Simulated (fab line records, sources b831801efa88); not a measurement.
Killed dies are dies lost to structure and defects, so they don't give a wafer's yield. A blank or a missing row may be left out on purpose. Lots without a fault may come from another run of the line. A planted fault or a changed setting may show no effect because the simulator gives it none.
fab line records | flow sky130
record lots=6 wafers=18 last_day=50
route steps=708 shown SD_N@344 PAD_OPEN@708
lots that met no fault: from a run of the same line without faults
start_h: hours from the record's first day to the start of the lot's first wafer shown | wait_h: hours since the lot's step before | " the same as in the row above | L1.1+2: a row that stands for several wafers | - no value, or no start given | * or withheld: withheld | < > ~ a bound
route shown NAME@n: a module of which the file shows steps, and the number in the route of the first | usual: mean/standard deviation of fault-free wafers | same: alike in all rows | chamber/n: place in a boat | sites: the reading at each site | _std_site: their standard deviation | _edge_site: outer sites' mean less inner sites' | radius_mm: how far each site lies from the wafer's centre | mask NAME#n: copy n | behind: the tool/chamber that last shaped the wafer | hold: why the lot was held/for how many hours/how that ended | device: the transistor (n, p or np) that didn't switch | end of line: the same wafers' tests at the end of the route | a step without rows: its recipe alone | killed: dies lost to structure and defects at the first sort, not the wafer's yield | map: a wafer's dies, x killed, . not, _ none there
set.NAME: the setting as run; set.NAME@STEP: as run at that earlier step | model.NAME: the simulator's own value behind a step, which no gauge read
lots at some steps of the route; a table a step, a row a wafer
services: from which hour (start_h, from the record's first day; less than 0 if before it) a tool's chamber was out of use, for how many hours, and why
## steps
# step SKY_SD_N_COAT_02
# recipe resist=NOVOLAK spin_rpm=3000 resist_thk_nm=1140
# step SKY_SD_N_SOFTBAKE_03
# recipe temp_c=90 time_s=60 resist=NOVOLAK
# step SKY_SD_N_EXPOSE_04
# recipe mask_id=NSDM na=0.6 source_shape=conventional sigma_outer=0.6 polarization=unpolarized target_cd_nm=380 dose_mj=141
# step SKY_SD_N_PEB_05
# recipe temp_c=withheld time_s=* resist=NOVOLAK
# step SKY_SD_N_DEVELOP_06
# recipe resist=NOVOLAK developer=TMAH develop_time_s=60 dev_temp_c=23
# step SKY_SD_N_CD_MEAS_07
# recipe target_cd_nm=380
# usual cd_nm=377.8/2.4
# columns lot.wafer tool chamber start_h wait_h cd_nm
L758.1 cd_sem-02 - 668.26 0.1 377.1
L758.2 " - " " 380.1
L758.3 " - " " 377.7
L757.2 cd_sem-01 - 670.08 0.1 375.5
L757.3 " - " " 374.0
L757.4 " - " " 373.5
L770.1 cd_sem-01 - 764.82 0.1 376.0
L770.2 " - " " 377.7
L770.3 " - " " 376.5
L772.3 cd_sem-02 - 772.76 0.1 372.2
L772.4 " - " " 373.7
L772.6 " - " " 371.3
L775.2 cd_sem-01 - 817.53 0.1 377.6
L775.4 " - " " 380.5
L775.6 " - " " 379.9
L779.3 cd_sem-02 - 829.76 0.1 379.1
L779.5 " - " " 376.9
L779.6 " - " " 377.4
# step SKY_SD_N_OVL_MEAS_08
# usual SD_N_OVL=-0.6/1.7
# columns lot.wafer tool chamber start_h wait_h SD_N_OVL[nm]
L758.1 overlay-01 - 668.38 0.1 2.1
L758.2 " - " " 0.1
L758.3 " - " " 3.9
L757.2 overlay-02 - 670.19 0.1 -1.6
L757.3 " - " " -1.0
L757.4 " - " " -0.9
L770.1 overlay-02 - 764.94 0.1 0.3
L770.2 " - " " 2.5
L770.3 " - " " 0.7
L772.3 overlay-02 - 772.85 0.1 -1.1
L772.4 " - " " 0.0
L772.6 " - " " -0.4
L775.2 overlay-01 - 817.64 0.1 1.5
L775.4 " - " " 0.1
L775.6 " - " " 1.4
L779.3 overlay-01 - 829.85 0.1 -1.1
L779.5 " - " " -0.7
L779.6 " - " " -1.6
# step SKY_SD_N_IMPLANT_09
# recipe species=As energy_kev=50 dose_cm2=4e+15 tilt_deg=0
# step SKY_SD_N_IMPLANT_10
# recipe species=P energy_kev=20 dose_cm2=1e+14 tilt_deg=0
# step SKY_SD_N_STRIP_11
# recipe chemistry=O2/N2 power_w=1400 pressure_mtorr=1500 platen_temp_c=withheld o2_flow_sccm=3000 n2_flow_sccm=300 overash_fraction=0.5
# usual drypump_motor_current_A=5.8/0.55 n2_flow_sccm=300.1/0.84 oes_product_au=0.527/0.005 strip_time_to_endpoint_s=22.57/0.047
# columns lot.wafer tool chamber start_h wait_h drypump_motor_current_A n2_flow_sccm oes_product_au rf_hours_counter_h strip_time_to_endpoint_s
L758.1 plasma_asher-01 0 668.72 0.1 6.7 300.0 0.535 57 22.65
L758.2 " 1 " " 5.5 300.8 0.532 57 22.64
L758.3 " 0 " " 6.6 299.8 0.525 - 22.63
L757.2 plasma_asher-02 1 670.52 0.1 5.6 300.7 0.525 19 22.56
L757.3 " 1 " " 5.6 300.7 0.521 - 22.60
L757.4 " 0 " " 4.9 299.5 0.536 - 22.59
L770.1 plasma_asher-01 1 765.28 0.1 5.5 298.5 0.530 67 22.54
L770.2 " 0 " " 6.6 298.7 0.531 67 22.56
L770.3 " 0 " " 6.6 299.5 0.526 - 22.55
L772.3 plasma_asher-01 0 773.21 0.1 6.6 299.6 0.518 - 22.52
L772.4 " 1 " " 5.5 299.9 0.525 - 22.53
L772.6 " 1 " " 5.4 301.1 0.532 - 22.54
L775.2 plasma_asher-04 0 817.97 0.1 5.8 300.0 0.522 8 22.53
L775.4 " 1 " " 6.1 300.8 0.519 - 22.46
L775.6 " 1 " " 6.1 301.3 0.521 - 22.51
L779.3 plasma_asher-04 1 830.21 0.1 6.1 299.8 0.528 - 22.55
L779.5 " 0 " " 5.8 298.5 0.528 - 22.61
L779.6 " 1 " " 6.1 300.4 0.528 - 22.60
# step SKY_SD_N_TW_MEAS_12
# usual SD_N_TW=3978/43
# columns lot.wafer tool chamber start_h wait_h SD_N_TW
L758.1 film_metro-03 - 668.82 0.1 3996
L758.2 " - " " 4029
L758.3 " - " " 4042
L757.2 film_metro-03 - 670.63 0.1 4039
L757.3 " - " " 4017
L757.4 " - " " 4013
L770.1 film_metro-03 - 765.38 0.1 4043
L770.2 " - " " 4041
L770.3 " - " " 4021
L772.3 film_metro-02 - 773.30 0.1 3982
L772.4 " - " " 3966
L772.6 " - " " 3984
L775.2 film_metro-02 - 818.08 0.1 4007
L775.4 " - " " 3988
L775.6 " - " " 3990
L779.3 film_metro-02 - 830.30 0.1 3992
L779.5 " - " " 3984
L779.6 " - " " 3983
# step SKY_SD_N_CLEAN_13
# recipe chemistry=SC1/SC2 mix=1:4:20 temp_c=70 time_s=150 dry=n2_spin
# step SKY_SD_N_RTA_14
# recipe temp_c=1075 time_s=2 idle_temp_c=650 ramp_up_c_per_s=150 ramp_down_c_per_s=90 ambient=N2
# usual lamp_power_pct=15.74/0.054 ramp_down_c_per_s=90.000/0.017 ramp_up_c_per_s=150.00/0.029 wafer_temp_C_max=1078.1/1.4
# columns lot.wafer tool chamber start_h wait_h lamp_power_pct ramp_down_c_per_s ramp_up_c_per_s wafer_temp_C_max
L758.1 rtp_anneal-01 0 668.93 0.0 15.78 89.997 149.99 1078.9
L758.2 " 0 " " 15.73 90.003 149.97 1079.9
L758.3 " 0 " " 15.80 89.999 150.05 1077.2
L757.2 rtp_anneal-02 0 670.74 0.0 15.75 89.990 150.01 1077.7
L757.3 " 0 " " 15.72 89.988 149.98 1077.5
L757.4 " 0 " " 15.73 90.001 150.01 1078.0
L770.1 rtp_anneal-01 0 765.49 0.0 15.80 36.036 150.02 1076.8
L770.2 " 0 " " 15.75 35.990 149.97 1079.0
L770.3 " 0 " " 15.71 35.967 149.97 1079.7
L772.3 rtp_anneal-01 0 773.40 0.0 15.74 36.013 150.01 1077.4
L772.4 " 0 " " 15.71 35.980 149.99 1077.0
L772.6 " 0 " " 15.75 35.965 149.95 1077.1
L775.2 rtp_anneal-02 0 818.19 0.0 15.70 90.017 149.99 1079.6
L775.4 " 0 " " 15.74 89.988 149.97 1078.1
L775.6 " 0 " " 15.78 90.038 149.96 1076.9
L779.3 rtp_anneal-02 0 830.41 0.0 15.71 90.019 149.93 1077.9
L779.5 " 0 " " 15.77 90.008 150.01 1076.4
L779.6 " 0 " " 15.67 89.993 150.04 1076.5
# step SKY_PAD_OPEN_PROBE_99
# usual killed_at_M0_to_M3=44/6.9 killed_at_M4_up=3.3/2 killed_at_contacts=25/5.4 killed_at_front_end=16/4.6 killed_at_other=0.2/0.51 killed_dies=88/8.9 killed_open=48/6.8 killed_short=39/5.8
# same gross_dies=492 killed_at_back_side=0
# columns lot.wafer tool chamber start_h wait_h killed_at_M0_to_M3 killed_at_M4_up killed_at_contacts killed_at_front_end killed_at_other killed_dies killed_open killed_short model.etest.res_xhigh_po.line_ohm_um model.etest.res_xhigh_po.rs_ohm_sq model.etest.res_pdiff.line_ohm_um model.etest.res_high_po.line_ohm_um model.etest.licon_pdiff.rc_ohm model.etest.licon_high_po.rc_ohm model.etest.res_high_po.rs_ohm_sq model.etest.pfet_01v8.drive_ua_um
L758.1 prober-02 - 1091.94 0.1 39 1 30 15 0 85 52 32 5266 1847 1372 711.8 583.4 337.9 249.6 185.5
L758.2 prober-02 - 1091.99 0.1 44 0 21 13 0 78 45 33 5276 1879 1385 700.8 576.6 338.8 252.6 181.3
L758.3 prober-02 - 1092.04 0.2 50 1 28 22 0 101 52 49 5258 1860 1343 710.1 566.7 331.6 251.3 185.7
L757.2 prober-01 - 1094.51 0.1 51 4 25 12 0 92 53 39 5713 1983 1405 745.1 559.9 351.6 262.8 203.4
L757.3 prober-01 - 1094.56 0.2 34 5 25 18 0 82 36 45 5708 2009 1379 741.9 593.5 356 263.7 195.3
L757.4 prober-01 - 1094.61 0.2 44 5 27 12 1 89 50 39 6025 2094 1424 776.6 576.8 360.2 266.8 202.3
L770.1 prober-02 - 1159.38 0.1 62 6 18 16 0 102 58 44 5402 1873 1312 721.2 613.7 338.5 255.8 209.2
L770.2 prober-02 - 1159.43 0.1 49 2 21 15 0 87 50 36 5199 1808 1309 716.4 602.1 321.4 251 208.3
L770.3 prober-02 - 1159.48 0.2 54 6 15 15 1 91 43 46 5265 1819 1289 716.4 644.1 333.7 252 206.5
L772.3 prober-02 - 1169.50 0.2 40 6 29 15 0 90 47 43 5173 1829 1304 694.2 637.8 321.7 250.6 202.7
L772.4 prober-02 - 1169.55 0.2 41 3 21 9 0 74 38 36 4902 1712 1361 692.9 629.6 319.1 243.9 210
L772.6 prober-02 - 1169.65 0.2 40 2 17 17 0 76 38 38 4970 1771 1337 707.5 587.2 323.6 248.1 210.1
L775.2 prober-01 - 1192.40 0.1 42 0 28 23 1 94 51 42 5732 1964 1331 735.9 583.1 339 260.9 187.2
L775.4 prober-01 - 1192.50 0.2 43 7 26 16 2 94 49 42 5742 2007 1370 745.1 595 355.2 258.5 185.6
L775.6 prober-01 - 1192.60 0.2 43 0 23 14 1 81 39 42 5633 1948 1341 739.6 574.6 338 259.9 185.3
L779.3 prober-02 - 1201.31 0.2 51 7 36 9 0 103 60 43 5510 1902 1312 711.1 569.5 314.2 252.8 193.3
L779.5 prober-02 - 1201.41 0.2 34 3 42 17 0 96 47 48 5733 2002 1331 745.9 605.2 355.5 258.1 187.2
L779.6 prober-02 - 1201.46 0.2 37 2 31 7 0 77 54 23 5511 1905 1341 738.3 574.4 341.2 252.1 192.7
# killed by level:class
L758.1 CONTACT:geometric_particle:open=11 LI_CONTACT:geometric_particle:open=9 VIA3:geometric_particle:open=7 VIA2:geometric_particle:open=7 METAL3:geometric_particle:short=6 POLY_GATE:geometric_particle:open=5 FIELD_ISO:geometric_particle:open=4 CONTACT:geometric_particle:short=4
L758.2 VIA1:geometric_particle:open=11 LI_CONTACT:geometric_particle:open=9 VIA2:geometric_particle:open=9 CONTACT:geometric_particle:open=5 METAL2:geometric_particle:short=5 FIELD_ISO:geometric_particle:short=4 VIA1:geometric_particle:short=4 METAL1:geometric_particle:short=4
L758.3 VIA1:geometric_particle:open=10 LI_CONTACT:geometric_particle:open=9 FIELD_ISO:geometric_particle:open=7 METAL2:geometric_particle:short=7 CONTACT:geometric_particle:open=6 VIA3:geometric_particle:open=6 METAL1:geometric_particle:short=5 VIA2:geometric_particle:open=5
L757.2 CONTACT:geometric_particle:open=15 VIA1:geometric_particle:open=11 VIA2:geometric_particle:open=9 METAL3:geometric_particle:short=7 VIA1:geometric_particle:short=5 LI_CONTACT:geometric_particle:open=4 METAL1:geometric_particle:short=4 VIA2:geometric_particle:short=4
L757.3 VIA1:geometric_particle:open=11 POLY_GATE:geometric_particle:short=10 CONTACT:geometric_particle:short=8 METAL1:geometric_particle:short=5 LOCAL_INTERCONNECT:geometric_particle:open=4 CONTACT:geometric_particle:open=4 VIA1:geometric_particle:short=4 FIELD_ISO:geometric_particle:short=3
L757.4 VIA1:geometric_particle:open=13 CONTACT:geometric_particle:open=10 LI_CONTACT:geometric_particle:open=8 VIA1:geometric_particle:short=8 VIA2:geometric_particle:open=6 METAL1:geometric_particle:short=4 VIA2:geometric_particle:short=4 VIA3:geometric_particle:open=4
L770.1 VIA1:geometric_particle:open=18 VIA3:geometric_particle:open=12 VIA2:geometric_particle:open=8 METAL1:geometric_particle:short=8 VIA3:geometric_particle:short=6 METAL4:geometric_particle:short=5 FIELD_ISO:geometric_particle:open=4 LI_CONTACT:geometric_particle:open=4
L770.2 VIA1:geometric_particle:open=18 VIA3:geometric_particle:open=8 POLY_GATE:geometric_particle:short=7 CONTACT:geometric_particle:open=7 VIA2:geometric_particle:open=6 CONTACT:geometric_particle:short=4 METAL1:geometric_particle:short=4 VIA1:geometric_particle:short=4
L770.3 VIA2:geometric_particle:open=9 VIA3:geometric_particle:open=8 VIA1:geometric_particle:short=7 METAL2:geometric_particle:short=7 VIA1:geometric_particle:open=6 LI_CONTACT:geometric_particle:open=6 METAL4:geometric_particle:short=5 METAL1:geometric_particle:short=5
L772.3 CONTACT:geometric_particle:open=10 CONTACT:geometric_particle:short=7 VIA1:geometric_particle:open=7 VIA2:geometric_particle:open=7 LI_CONTACT:geometric_particle:open=6 VIA1:geometric_particle:short=6 METAL4:geometric_particle:short=6 FIELD_ISO:geometric_particle:open=5
L772.4 VIA2:geometric_particle:open=9 VIA3:geometric_particle:open=8 CONTACT:geometric_particle:open=7 VIA1:geometric_particle:open=5 CONTACT:geometric_particle:short=5 VIA3:geometric_particle:short=5 LI_CONTACT:geometric_particle:open=4 METAL2:geometric_particle:short=4
L772.6 METAL1:geometric_particle:short=7 VIA1:geometric_particle:open=7 FIELD_ISO:geometric_particle:open=6 CONTACT:geometric_particle:open=6 VIA2:geometric_particle:open=6 LOCAL_INTERCONNECT:geometric_particle:short=4 VIA1:geometric_particle:short=4 VIA2:geometric_particle:short=4
L775.2 VIA1:geometric_particle:open=10 CONTACT:geometric_particle:short=8 VIA1:geometric_particle:short=8 CONTACT:geometric_particle:open=7 LI_CONTACT:geometric_particle:open=7 METAL2:geometric_particle:short=6 FIELD_ISO:geometric_particle:open=5 POLY_GATE:geometric_particle:open=5
L775.4 CONTACT:geometric_particle:open=13 VIA3:geometric_particle:short=8 LI_CONTACT:geometric_particle:open=7 VIA1:geometric_particle:open=7 FIELD_ISO:geometric_particle:open=6 METAL1:geometric_particle:short=5 METAL2:geometric_particle:short=5 FIELD_ISO:geometric_particle:short=4
L775.6 VIA1:geometric_particle:open=10 LI_CONTACT:geometric_particle:open=6 METAL2:geometric_particle:short=6 POLY_GATE:geometric_particle:open=5 CONTACT:geometric_particle:short=5 CONTACT:geometric_particle:open=5 METAL1:geometric_particle:short=5 VIA2:geometric_particle:open=5
L779.3 CONTACT:geometric_particle:open=16 VIA1:geometric_particle:open=12 LI_CONTACT:geometric_particle:open=8 VIA2:geometric_particle:open=7 VIA3:geometric_particle:open=7 METAL3:geometric_particle:short=6 METAL4:geometric_particle:short=6 CONTACT:geometric_particle:short=5
L779.5 CONTACT:geometric_particle:open=15 LOCAL_INTERCONNECT:geometric_particle:short=8 LI_CONTACT:geometric_particle:open=7 VIA1:geometric_particle:open=7 POLY_GATE:geometric_particle:short=6 FIELD_ISO:geometric_particle:short=5 LI_CONTACT:geometric_particle:short=5 CONTACT:geometric_particle:short=5
L779.6 CONTACT:geometric_particle:open=12 VIA1:geometric_particle:open=11 VIA3:geometric_particle:open=10 LI_CONTACT:geometric_particle:open=9 VIA2:geometric_particle:open=5 CONTACT:geometric_particle:short=4 METAL3:geometric_particle:short=4 POLY_GATE:geometric_particle:open=3
## services
# columns tool chamber start_h hours kind
plasma_asher-04 - 685.78 0.7 repair
plasma_asher-01 - 705.27 3.0 repair
plasma_asher-04 - 733.75 9.0 pm
plasma_asher-04 0 733.75 9.0 vent_cycle
plasma_asher-04 1 733.75 9.0 vent_cycle
plasma_asher-04 0 742.75 - clean
plasma_asher-04 1 742.75 - clean
rtp_anneal-02 - 795.06 3.6 pm
plasma_asher-01 - 811.22 5.8 repair
## key
first_sign step=SKY_SD_N_RTA_14 reading=ramp_down_c_per_s direction=down sigmas=99+ usual=90.000 struck=35.992
effect none on later readings
model_effect step=SKY_PAD_OPEN_PROBE_99 value=etest.res_xhigh_po.line_ohm_um without=5678 struck=5152
met_at SKY_SD_N_RTA_14
struck_wafers L770.1,L770.2,L770.3,L772.3,L772.4,L772.6
tester_left_out L770,L772
onset_between 668.93 765.49
fault kind=process_parameter_drift tool=rtp_anneal-01 chamber=- onset_h=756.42 steps=SKY_SD_N_RTA_14 channel=ramp_down_c_per_s offset=-54 shape=step end_h=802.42 acts_in=these_recipes_only stated=90
# tester_left_out: of these lots the tester's yield and bins aren't shown, on N5 and GAA mostly nor the transistor test; their killed dies are dies lost to structure and defects alone, not to doping, threshold or leakage, so they don't give the yield
